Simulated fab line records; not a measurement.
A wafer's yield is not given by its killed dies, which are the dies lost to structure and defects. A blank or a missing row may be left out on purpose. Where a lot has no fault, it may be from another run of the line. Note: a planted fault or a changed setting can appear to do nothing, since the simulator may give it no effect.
Chamber matching / flow sky130 / 3 sister chambers for SKY_CAP2M_CVD_00 on pecvd-04
The step deposits SiO2, target thk 15.5 nm. 3 wafers are shown with their chamber, then 11 later ones without.

## WAFERS, EACH WITH ITS CHAMBER
wafer=L080.1; chamber=1; heater_power_w (W)=501
wafer=L092.2; chamber=2; heater_power_w (W)=629
wafer=L093.2; chamber=0; heater_power_w (W)=647

## WAFERS WHOSE CHAMBER IS MISSING
wafer=L093.4; heater_power_w (W)=729
wafer=L093.6; heater_power_w (W)=542
wafer=L094.1; heater_power_w (W)=605
wafer=L094.2; heater_power_w (W)=725
wafer=L094.3; heater_power_w (W)=613
wafer=L094.4; heater_power_w (W)=715
wafer=L094.5; heater_power_w (W)=732
wafer=L094.6; heater_power_w (W)=615
wafer=L097.1; heater_power_w (W)=635
wafer=L097.2; heater_power_w (W)=621
wafer=L097.6; heater_power_w (W)=633

## WHICH CHAMBER EACH ONE RAN IN
wafer=L093.4; from the rows above=can't be placed: 0 or 2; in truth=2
wafer=L093.6; from the rows above=can't be placed: 1 or 2 or 0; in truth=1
wafer=L094.1; from the rows above=can't be placed: 2 or 0 or 1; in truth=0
wafer=L094.2; from the rows above=can't be placed: 0 or 2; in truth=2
wafer=L094.3; from the rows above=can't be placed: 2 or 0 or 1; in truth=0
wafer=L094.4; from the rows above=can't be placed: 0 or 2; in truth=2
wafer=L094.5; from the rows above=can't be placed: 0 or 2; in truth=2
wafer=L094.6; from the rows above=can't be placed: 2 or 0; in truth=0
wafer=L097.1; from the rows above=can't be placed: 2 or 0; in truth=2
wafer=L097.2; from the rows above=can't be placed: 2 or 0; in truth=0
wafer=L097.6; from the rows above=can't be placed: 2 or 0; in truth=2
Correct placement for 0 of the 11. Cannot be placed on the basis of these rows: 11; the candidates contain the true chamber in 11. Number placed wrongly: 0.
How it was worked out, from the rows above alone: a wafer's distance from a chamber is the root of the sum, over the readings, of the square of ((its reading less the chamber's mean) divided by the reading's scatter). If the next closest chamber is less than 2 further off than the closest, the wafer can't be placed; otherwise it belongs to the closest. For every chamber, the mean is computed from those of its wafers that are shown. The scatter (one wafer shown for each chamber): square how far every hidden wafer sits from the nearest shown wafer, average those squares and take the square root.
